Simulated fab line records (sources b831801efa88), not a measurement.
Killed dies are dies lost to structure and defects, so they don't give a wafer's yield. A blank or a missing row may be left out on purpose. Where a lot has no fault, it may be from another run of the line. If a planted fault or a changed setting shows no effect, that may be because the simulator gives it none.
fab line records    flow sky130
record: lots: 6  wafers: 18  last_day: 51
route steps=708 shown METAL1@440 PAD_OPEN@708
lots with no fault: from the same line, run without faults
start_h: the number of hours between the record's first day and the start of the first shown wafer of the lot    wait_h: time in hours since the lot's previous step    " same as the row above    L1.1+2: a single row standing in for several wafers    - no value, or no start was given    * or withheld: withheld    < > ~ a bound
route shown NAME@n: names a module that has steps shown in the file, with the first one's number in the route    usual: average and standard deviation across the fault-free wafers    same: alike in all rows    chamber/n: place in a boat    sites: per-site readings    _std_site: their standard deviation    _edge_site: inner sites' mean taken away from outer sites' mean    radius_mm: for every site, how far away it sits from the centre of the wafer    mask NAME#n: copy n    behind: tool/chamber where the wafer was last shaped    hold: the reason the lot was held/the length of the hold in hours/how it ended    device: names the non-switching transistor (n, p or np)    end of line: the tests these same wafers got at the end of their route    step lacking rows: just its recipe    killed: at the first sort, the dies lost to defects and structure; wafer yield is something else    map: dies across one wafer; x = killed, . = not, _ = none there
set.NAME: the setting the step ran with; set.NAME@STEP: the setting that earlier step ran with    model.NAME: the simulator's own value behind a step, which no gauge read
lots at some steps of the route; a table a step, a row a wafer
services: a tool's chamber out of use, with start hour (start_h, from the record's first day; less than 0 if before it), hours out, and reason
== steps ==
step: SKY_METAL1_THK_MEAS_06
recipe: thk_meas_gauge: xrf  reads: AlCu_of_METAL1_SPUTTER_02
usual: METAL1_ALCU_THK: 251.5/2.6
lot.wafer  tool           chamber  start_h  wait_h  METAL1_ALCU_THK[nm]
L673.1     film_metro-03  -        805.90   0.1     249.0
L673.2     "              -        "        "       252.2
L673.3     "              -        "        "       248.6
L675.2     film_metro-03  -        815.96   0.1     251.0
L675.4     "              -        "        "       251.6
L675.6     "              -        "        "       250.3
L676.2     film_metro-04  -        826.75   0.1     247.1
L676.3     "              -        "        "       251.3
L676.4     "              -        "        "       250.9
L678.2     film_metro-04  -        841.56   0.1     252.0
L678.3     "              -        "        "       252.5
L678.6     "              -        "        "       251.9
L685.1     film_metro-04  -        893.26   0.1     245.9
L685.3     "              -        "        "       251.2
L685.5     "              -        "        "       251.5
L689.1     film_metro-03  -        927.75   0.1     250.3
L689.2     "              -        "        "       252.8
L689.3     "              -        "        "       248.2
step: SKY_METAL1_DEHYDRATE_07
recipe: temp_c: 200  time_s: 60
step: SKY_METAL1_HMDS_08
recipe: prime_time_s: 60  prime_temp_c: 120
step: SKY_METAL1_COAT_09
recipe: resist: BARC  temp_c: withheld  time_s: withheld  spin_rpm: 3000  resist_thk_nm: 60
step: SKY_METAL1_COAT_10
recipe: resist: KrF-thick  spin_rpm: 3000  resist_thk_nm: 450
step: SKY_METAL1_SOFTBAKE_11
recipe: temp_c: 100  time_s: 90  resist: KrF-thick
step: SKY_METAL1_EXPOSE_12
recipe: mask_id: MM1  na: 0.8  source_shape: annular  sigma_inner: 0.55  sigma_outer: 0.85  target_cd_nm: 140  dose_mj: 28
step: SKY_METAL1_PEB_13
recipe: peb_temp_c: withheld  peb_time_s: withheld  resist: KrF-thick
step: SKY_METAL1_DEVELOP_14
recipe: develop_time_s: 60  resist: KrF-thick  dev_temp_c: 21
step: SKY_METAL1_CD_MEAS_15
recipe: target_cd_nm: 140
usual: cd_nm: 139.9/1.6
lot.wafer  tool       chamber  start_h  wait_h  cd_nm
L673.1     cd_sem-02  -        832.72   -       138.0
L673.2     "          -        "        "       138.9
L673.3     "          -        "        "       138.4
L675.2     cd_sem-02  -        843.59   -       138.9
L675.4     "          -        "        "       139.1
L675.6     "          -        "        "       138.6
L676.2     cd_sem-01  -        853.89   -       138.3
L676.3     "          -        "        "       138.4
L676.4     "          -        "        "       136.0
L678.2     cd_sem-01  -        868.43   -       140.2
L678.3     "          -        "        "       140.2
L678.6     "          -        "        "       138.6
L685.1     cd_sem-01  -        919.47   -       141.8
L685.3     "          -        "        "       140.9
L685.5     "          -        "        "       140.2
L689.1     cd_sem-02  -        952.57   -       139.6
L689.2     "          -        "        "       139.9
L689.3     "          -        "        "       140.2
step: SKY_METAL1_OVL_MEAS_16
usual: METAL1_OVL: -1/5
lot.wafer  tool        chamber  start_h  wait_h  METAL1_OVL[nm]
L673.1     overlay-01  -        832.84   0.1     -12
L673.2     "           -        "        "       -10
L673.3     "           -        "        "       -6
L675.2     overlay-01  -        843.72   0.1     -9
L675.4     "           -        "        "       -3
L675.6     "           -        "        "       -2
L676.2     overlay-01  -        854.00   0.1     -1
L676.3     "           -        "        "       0
L676.4     "           -        "        "       1
L678.2     overlay-02  -        868.54   0.1     -3
L678.3     "           -        "        "       4
L678.6     "           -        "        "       2
L685.1     overlay-02  -        919.59   0.1     5
L685.3     "           -        "        "       7
L685.5     "           -        "        "       2
L689.1     overlay-01  -        952.69   0.1     -5
L689.2     "           -        "        "       -4
L689.3     "           -        "        "       -9
step: SKY_METAL1_DESCUM_17
recipe: chemistry: O2  source_power_w: 150  bias_power_w: 0  pressure_mtorr: 10  temp_c: 40  time_s: 8
usual: chamber_pressure_mTorr: 9.999/0.0086  drypump_motor_current_A: 5.79/0.27  oes_product_au: 1.004/0.01
lot.wafer  tool          chamber  start_h  wait_h  chamber_pressure_mTorr  drypump_motor_current_A  oes_product_au  rf_hours_counter_h
L673.1     rie_metal-03  1        832.87   0.0     9.999                   6.27                     0.998           3
L673.2     "             0        "        "       9.986                   5.49                     0.997           12
L673.3     "             1        "        "       10.003                  6.28                     0.987           -
L675.2     rie_metal-02  0        843.75   0.0     9.986                   6.02                     0.996           12
L675.4     "             0        "        "       9.988                   6.02                     1.006           -
L675.6     "             1        "        "       10.000                  5.47                     0.993           -
L676.2     rie_metal-03  0        854.03   0.0     10.024                  5.49                     0.993           13
L676.3     "             0        "        "       9.996                   5.47                     0.994           -
L676.4     "             1        "        "       10.001                  6.29                     0.989           -
L678.2     rie_metal-02  0        868.57   0.0     9.984                   6.05                     1.002           13
L678.3     "             0        "        "       10.016                  6.04                     1.005           -
L678.6     "             0        "        "       9.991                   6.05                     0.998           -
L685.1     rie_metal-01  1        919.63   0.0     10.002                  5.86                     1.022           13
L685.3     "             1        "        "       9.993                   5.87                     1.016           -
L685.5     "             0        "        "       9.998                   5.68                     1.015           -
L689.1     rie_metal-03  0        952.72   0.0     10.012                  5.46                     0.985           18
L689.2     "             1        "        "       10.005                  6.28                     0.991           9
L689.3     "             1        "        "       10.011                  6.30                     1.003           -
step: SKY_METAL1_ETCH_18
recipe: chemistry: N2/H2  target: BARC  ion_energy_ev: 200  bias_w: 100  pressure_mtorr: 30  n2_flow_sccm: 100  h2_flow_sccm: 200  icp_w: 500  stop_on: SiO2  time_s: 45.9  target_depth_a: 600
usual: bias_w: 100.1/0.31  chamber_pressure_mTorr: 30.00/0.03  drypump_motor_current_A: 5.80/0.27  oes_product_au: 0.854/0.0047  throttle_valve_pct: 13.224/0.0096
lot.wafer  tool          chamber  start_h  wait_h  bias_w  chamber_pressure_mTorr  drypump_motor_current_A  oes_product_au  rf_hours_counter_h  throttle_valve_pct  model.KrF-thick_of_METAL1_COAT_10.thk_nm
L673.1     rie_metal-03  1        832.90   0.0     100.6   30.02                   6.26                     0.865           3                   13.221              392.2
L673.2     "             0        "        "       100.3   29.95                   5.48                     0.852           12                  13.210              392.3
L673.3     "             1        "        "       100.6   30.01                   6.28                     0.848           -                   13.223              393.4
L675.2     rie_metal-02  0        843.78   0.0     -       -                       -                        -               -                   -                   437.1
L675.4     "             0        "        "       -       -                       -                        -               -                   -                   437.1
L675.6     "             1        "        "       -       -                       -                        -               -                   -                   436
L676.2     rie_metal-03  0        854.06   0.0     -       -                       -                        -               -                   -                   436.3
L676.3     "             0        "        "       -       -                       -                        -               -                   -                   435.2
L676.4     "             1        "        "       -       -                       -                        -               -                   -                   435.5
L678.2     rie_metal-02  0        868.60   0.0     99.4    30.01                   6.08                     0.843           13                  13.219              393.2
L678.3     "             0        "        "       99.7    30.03                   6.06                     0.851           -                   13.236              392.8
L678.6     "             0        "        "       100.0   30.01                   6.08                     0.854           -                   13.225              393.8
L685.1     rie_metal-01  1        919.66   0.0     100.1   30.00                   5.86                     0.862           13                  13.214              392.3
L685.3     "             1        "        "       100.0   30.01                   5.87                     0.853           -                   13.239              392.7
L685.5     "             0        "        "       100.4   29.98                   5.73                     0.844           -                   13.229              393.3
L689.1     rie_metal-03  0        952.75   0.0     100.3   30.03                   5.45                     0.839           18                  13.220              394.4
L689.2     "             1        "        "       100.1   29.97                   6.29                     0.850           9                   13.229              394.9
L689.3     "             1        "        "       100.3   29.96                   6.30                     0.849           -                   13.226              394.4
step: SKY_METAL1_METAL_ETCH_19
recipe: target_depth_a: 3600  stop_on: SiO2  over_etch_frac: 0.3  time_s: 78  chemistry: Cl2/BCl3  resist_sidewall_deg: 88  pressure_mtorr: 10  icp_w: 900  bias_w: 48.5  Cl2_flow_sccm: 60  bcl3_flow_sccm: 30
usual: bcl3_flow_sccm: 30.00/0.089  bias_w: 48.50/0.14  chamber_pressure_mTorr: 10.000/0.0099  drypump_motor_current_A: 5.79/0.27  oes_product_au: 0.854/0.0055  throttle_valve_pct: 22.263/0.0093
lot.wafer  tool          chamber  start_h  wait_h  bcl3_flow_sccm  bias_w  chamber_pressure_mTorr  drypump_motor_current_A  oes_product_au  rf_hours_counter_h  throttle_valve_pct  model.KrF-thick_of_METAL1_COAT_10.thk_nm
L673.1     rie_metal-03  1        832.97   0.0     30.02           48.18   10.000                  6.29                     0.862           3                   22.254              161.1
L673.2     "             0        "        "       30.01           48.51   9.993                   5.46                     0.855           12                  22.243              158.7
L673.3     "             1        "        "       29.92           48.43   9.998                   6.30                     0.858           -                   22.266              160.8
L675.2     rie_metal-02  0        843.85   0.0     30.11           48.44   10.007                  6.06                     0.382           13                  22.271              202.3
L675.4     "             0        "        "       30.09           48.41   10.004                  6.06                     0.375           -                   22.257              203.4
L675.6     "             1        "        "       29.99           48.61   9.986                   5.47                     0.380           -                   22.269              202.5
L676.2     rie_metal-03  0        854.12   0.0     29.91           48.70   9.992                   5.47                     0.374           13                  22.265              202.8
L676.3     "             0        "        "       30.04           48.57   10.018                  5.45                     0.383           -                   22.259              202.8
L676.4     "             1        "        "       29.93           48.32   9.982                   6.26                     0.374           -                   22.279              203.8
L678.2     rie_metal-02  0        868.66   0.0     30.07           48.49   10.006                  6.06                     0.848           13                  22.261              158.6
L678.3     "             0        "        "       30.05           48.46   10.002                  6.04                     0.849           -                   22.259              157.1
L678.6     "             0        "        "       30.00           48.67   10.002                  6.03                     0.852           -                   22.269              156.6
L685.1     rie_metal-01  1        919.72   0.0     29.94           48.58   10.004                  5.85                     0.844           13                  22.251              152
L685.3     "             1        "        "       29.95           48.44   10.009                  5.85                     0.861           -                   22.263              149
L685.5     "             0        "        "       30.06           48.50   9.989                   5.70                     0.861           -                   22.252              157.4
L689.1     rie_metal-03  0        952.82   0.0     30.03           48.46   10.001                  5.48                     0.852           18                  22.258              162.7
L689.2     "             1        "        "       30.11           48.38   9.995                   6.25                     0.856           9                   22.251              161.7
L689.3     "             1        "        "       30.04           48.35   9.993                   6.28                     0.853           -                   22.270              160.6
step: SKY_METAL1_STRIP_20
recipe: chemistry: O2/N2  power_w: 1400  pressure_mtorr: 1500  platen_temp_c: withheld  o2_flow_sccm: 3000  n2_flow_sccm: 300  overash_fraction: 0.5
usual: chamber_pressure_mTorr: 1500.1/1.4  drypump_motor_current_A: 5.2/0.4  oes_product_au: 0.342/0.0049  strip_time_to_endpoint_s: 2.68/0.05
lot.wafer  tool             chamber  start_h  wait_h  chamber_pressure_mTorr  drypump_motor_current_A  oes_product_au  rf_hours_counter_h  strip_time_to_endpoint_s
L673.1     plasma_asher-03  1        833.06   0.1     1497.2                  5.2                      0.346           38                  2.72
L673.2     "                0        "        "       1498.9                  5.4                      0.344           38                  2.68
L673.3     "                0        "        "       1500.6                  5.4                      0.348           -                   2.73
L675.2     plasma_asher-04  1        843.94   0.1     1501.8                  5.2                      0.359           10                  3.17
L675.4     "                0        "        "       1500.4                  4.9                      0.358           -                   3.18
L675.6     "                0        "        "       1498.0                  4.9                      0.365           -                   3.19
L676.2     plasma_asher-01  1        854.21   0.1     1499.1                  4.6                      0.367           72                  3.18
L676.3     "                1        "        "       1501.1                  4.6                      0.355           -                   3.18
L676.4     "                0        "        "       1500.2                  5.9                      0.368           -                   3.19
L678.2     plasma_asher-01  0        868.75   0.1     1498.9                  5.9                      0.350           73                  2.69
L678.3     "                0        "        "       1501.8                  5.9                      0.342           -                   2.68
L678.6     "                1        "        "       1499.1                  4.6                      0.347           -                   2.67
L685.1     plasma_asher-03  0        919.81   0.1     1497.7                  5.4                      0.346           47                  2.63
L685.3     "                1        "        "       1501.4                  5.2                      0.337           -                   2.59
L685.5     "                1        "        "       1498.9                  5.2                      0.343           -                   2.69
L689.1     plasma_asher-01  1        952.91   0.1     1501.4                  4.6                      0.352           81                  2.74
L689.2     "                0        "        "       1501.9                  5.9                      0.335           81                  2.72
L689.3     "                0        "        "       1501.0                  5.9                      0.342           -                   2.69
step: SKY_METAL1_STRIP_21
recipe: chemistry: post_etch_residue_remover  time_s: 1200  temp_c: 72.5
step: SKY_PAD_OPEN_PROBE_99
usual: defect_limited_yield: 82.3/1.8  killed_at_M0_to_M3: 43/6  killed_at_M4_up: 3.2/1.9  killed_at_contacts: 25/5.4  killed_at_front_end: 15/4.5  killed_at_other: 0.3/0.59  killed_dies: 87/8.7  killed_on_rim: 17/3.5  killed_open: 47/6.7  killed_short: 39/5.7  sort_bin_3_pad_short: 0.9/0.43  sort_bin_5_function: 10.4/1.4  sort_bin_6_memory: 6.4/1.2  sort_n_pass: 405/8.7  sort_yield_pct: 82.3/1.8
same: gross_dies: 492  killed_at_back_side: 0  sort_bin_4_leakage[%]: 0  sort_bin_8_speed[%]: 0
lot.wafer  tool       chamber  start_h  wait_h  defect_limited_yield[%]  killed_at_M0_to_M3  killed_at_M4_up  killed_at_contacts  killed_at_front_end  killed_at_other  killed_dies  killed_on_rim  killed_open  killed_short  sort_bin_3_pad_short[%]  sort_bin_5_function[%]  sort_bin_6_memory[%]  sort_n_pass  sort_yield_pct[%]
L675.2     prober-02  -        1140.11  0.1     0                        453                 2                21                  16                   0                492          96             36           35            0.4                      93.9                    5.7                   0            0
L675.4     prober-02  -        1140.21  0.2     0                        453                 1                27                  11                   0                492          96             49           32            0.4                      92.9                    6.7                   0            0
L675.6     prober-02  -        1140.31  0.2     0                        437                 3                29                  23                   0                492          96             44           48            0.4                      92.9                    6.7                   0            0
L676.2     prober-01  -        1159.28  0.1     0                        438                 8                30                  16                   0                492          96             63           40            1.6                      90.0                    8.3                   0            0
L676.3     prober-01  -        1159.33  0.2     0                        449                 3                28                  11                   1                492          96             42           41            1.0                      94.5                    4.5                   0            0
L676.4     prober-01  -        1159.38  0.2     0                        440                 6                33                  13                   0                492          96             42           43            0.8                      92.9                    6.3                   0            0
L678.2     prober-01  -        1160.78  0.1     80.9                     48                  5                24                  17                   0                94           18             59           35            1.2                      9.1                     8.7                   398          80.9
L678.3     prober-01  -        1160.83  0.2     84.3                     38                  4                25                  10                   0                77           22             36           41            0.4                      9.1                     6.1                   415          84.3
L678.6     prober-01  -        1160.98  0.2     82.9                     51                  3                21                  9                    0                84           9              44           40            1.6                      11.8                    3.7                   408          82.9
killed by level:class
L675.2 METAL1:area_etch=420 VIA1:geometric_particle:short=7 CONTACT:geometric_particle:short=6 CONTACT:geometric_particle:open=6 VIA1:geometric_particle:open=6 FIELD_ISO:geometric_particle:open=5 VIA3:geometric_particle:short=5 LI_CONTACT:geometric_particle:short=4
L675.4 METAL1:area_etch=410 VIA1:geometric_particle:open=13 LI_CONTACT:geometric_particle:open=8 CONTACT:geometric_particle:open=8 METAL1:geometric_particle:short=7 VIA3:geometric_particle:open=7 VIA2:geometric_particle:open=6 FIELD_ISO:geometric_particle:short=5
L675.6 METAL1:area_etch=400 FIELD_ISO:geometric_particle:short=10 CONTACT:geometric_particle:open=10 FIELD_ISO:geometric_particle:open=7 LI_CONTACT:geometric_particle:open=7 METAL1:geometric_particle:short=7 VIA3:geometric_particle:open=7 CONTACT:geometric_particle:short=6
L676.2 METAL1:area_etch=389 VIA1:geometric_particle:open=18 CONTACT:geometric_particle:open=10 LI_CONTACT:geometric_particle:open=9 VIA2:geometric_particle:open=7 VIA3:geometric_particle:open=7 FIELD_ISO:geometric_particle:short=6 METAL4:geometric_particle:short=6
L676.3 METAL1:area_etch=409 VIA1:geometric_particle:open=11 CONTACT:geometric_particle:open=9 LI_CONTACT:geometric_particle:open=8 METAL2:geometric_particle:short=7 LOCAL_INTERCONNECT:geometric_particle:short=5 VIA1:geometric_particle:short=5 VIA2:geometric_particle:open=5
L676.4 METAL1:area_etch=407 CONTACT:geometric_particle:open=13 LI_CONTACT:geometric_particle:open=9 METAL1:geometric_particle:short=7 VIA1:geometric_particle:open=6 METAL4:geometric_particle:short=6 LOCAL_INTERCONNECT:geometric_particle:short=5 POLY_GATE:geometric_particle:short=4
L678.2 VIA1:geometric_particle:open=13 METAL2:geometric_particle:short=12 LI_CONTACT:geometric_particle:open=11 CONTACT:geometric_particle:open=10 VIA3:geometric_particle:open=7 FIELD_ISO:geometric_particle:short=4 POLY_GATE:geometric_particle:short=4 METAL1:geometric_particle:short=4
L678.3 LI_CONTACT:geometric_particle:open=8 CONTACT:geometric_particle:open=7 METAL2:geometric_particle:short=7 VIA2:geometric_particle:open=6 METAL1:geometric_particle:short=5 FIELD_ISO:geometric_particle:short=4 LI_CONTACT:geometric_particle:short=4 CONTACT:geometric_particle:short=4
L678.6 VIA3:geometric_particle:open=10 VIA1:geometric_particle:short=9 LI_CONTACT:geometric_particle:open=8 METAL1:geometric_particle:short=7 VIA2:geometric_particle:open=7 VIA1:geometric_particle:open=7 CONTACT:geometric_particle:open=5 VIA3:geometric_particle:short=5
map L675.2 (x killed, . not)
__________xxxxxxxxxx_________
________xxxxxxxxxxxxxx_______
______xxxxxxxxxxxxxxxxxx_____
_____xxxxxxxxxxxxxxxxxxxx____
____xxxxxxxxxxxxxxxxxxxxxx___
___xxxxxxxxxxxxxxxxxxxxxxxx__
__xxxxxxxxxxxxxxxxxxxxxxxxxx_
_xxxxxxxxxxxxxxxxxxxxxxxxxxxx
_xxxxxxxxxxxxxxxxxxxxxxxxxxxx
_xxxxxxxxxxxxxxxxxxxxxxxxxxxx
_xxxxxxxxxxxxxxxxxxxxxxxxxxxx
_xxxxxxxxxxxxxxxxxxxxxxxxxxxx
_xxxxxxxxxxxxxxxxxxxxxxxxxxxx
_xxxxxxxxxxxxxxxxxxxxxxxxxxxx
_xxxxxxxxxxxxxxxxxxxxxxxxxxxx
__xxxxxxxxxxxxxxxxxxxxxxxxxx_
___xxxxxxxxxxxxxxxxxxxxxxxx__
____xxxxxxxxxxxxxxxxxxxxxx___
_____xxxxxxxxxxxxxxxxxxxx____
______xxxxxxxxxxxxxxxxxx_____
________xxxxxxxxxxxxxx_______
__________xxxxxxxxxx_________
map L676.2 (x killed, . not)
__________xxxxxxxxxx_________
________xxxxxxxxxxxxxx_______
______xxxxxxxxxxxxxxxxxx_____
_____xxxxxxxxxxxxxxxxxxxx____
____xxxxxxxxxxxxxxxxxxxxxx___
___xxxxxxxxxxxxxxxxxxxxxxxx__
__xxxxxxxxxxxxxxxxxxxxxxxxxx_
_xxxxxxxxxxxxxxxxxxxxxxxxxxxx
_xxxxxxxxxxxxxxxxxxxxxxxxxxxx
_xxxxxxxxxxxxxxxxxxxxxxxxxxxx
_xxxxxxxxxxxxxxxxxxxxxxxxxxxx
_xxxxxxxxxxxxxxxxxxxxxxxxxxxx
_xxxxxxxxxxxxxxxxxxxxxxxxxxxx
_xxxxxxxxxxxxxxxxxxxxxxxxxxxx
_xxxxxxxxxxxxxxxxxxxxxxxxxxxx
__xxxxxxxxxxxxxxxxxxxxxxxxxx_
___xxxxxxxxxxxxxxxxxxxxxxxx__
____xxxxxxxxxxxxxxxxxxxxxx___
_____xxxxxxxxxxxxxxxxxxxx____
______xxxxxxxxxxxxxxxxxx_____
________xxxxxxxxxxxxxx_______
__________xxxxxxxxxx_________
== services ==
tool             chamber  start_h  hours  kind
plasma_asher-01  -        833.46   3.6    repair
rie_metal-02     -        856.83   0.1    repair
== key ==
first_sign: step: SKY_METAL1_ETCH_18  reading: tool_record  direction: missing
effect: step: SKY_METAL1_METAL_ETCH_19  reading: oes_product_au  direction: down  sigmas: 86  usual: 0.854  struck: 0.378
effect: step: SKY_METAL1_STRIP_20  reading: strip_time_to_endpoint_s  direction: up  sigmas: 10  usual: *  struck: *
effect: step: SKY_PAD_OPEN_PROBE_99  reading: killed_at_M0_to_M3  direction: up  sigmas: 67  usual: 43  struck: 445
model_effect: step: SKY_METAL1_ETCH_18  value: KrF-thick_of_METAL1_COAT_10.thk_nm  without: 392.9  struck: 436.2
model_effect: step: SKY_METAL1_METAL_ETCH_19  value: KrF-thick_of_METAL1_COAT_10.thk_nm  without: 159.6  struck: 202.9
more_kills_born_at: SKY_METAL1_ETCH_18@rie_metal-02: 1230  SKY_METAL1_ETCH_18@rie_metal-03: 1205
met_at SKY_METAL1_ETCH_18
struck_wafers L675.2,L675.4,L675.6,L676.2,L676.3,L676.4
later_rows_left_out L675.2,L675.4,L675.6,L676.2,L676.3,L676.4
onset_between 832.90 843.78
fault: kind: skipped_step_whole  tool: rie_metal-02,rie_metal-03  chamber: -  onset_h: 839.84  steps: SKY_METAL1_ETCH_18  scope: struck_lots_only
later_rows_left_out: the simulator's readings of these wafers behind a module that went badly wrong aren't trusted and aren't shown, but for the sort
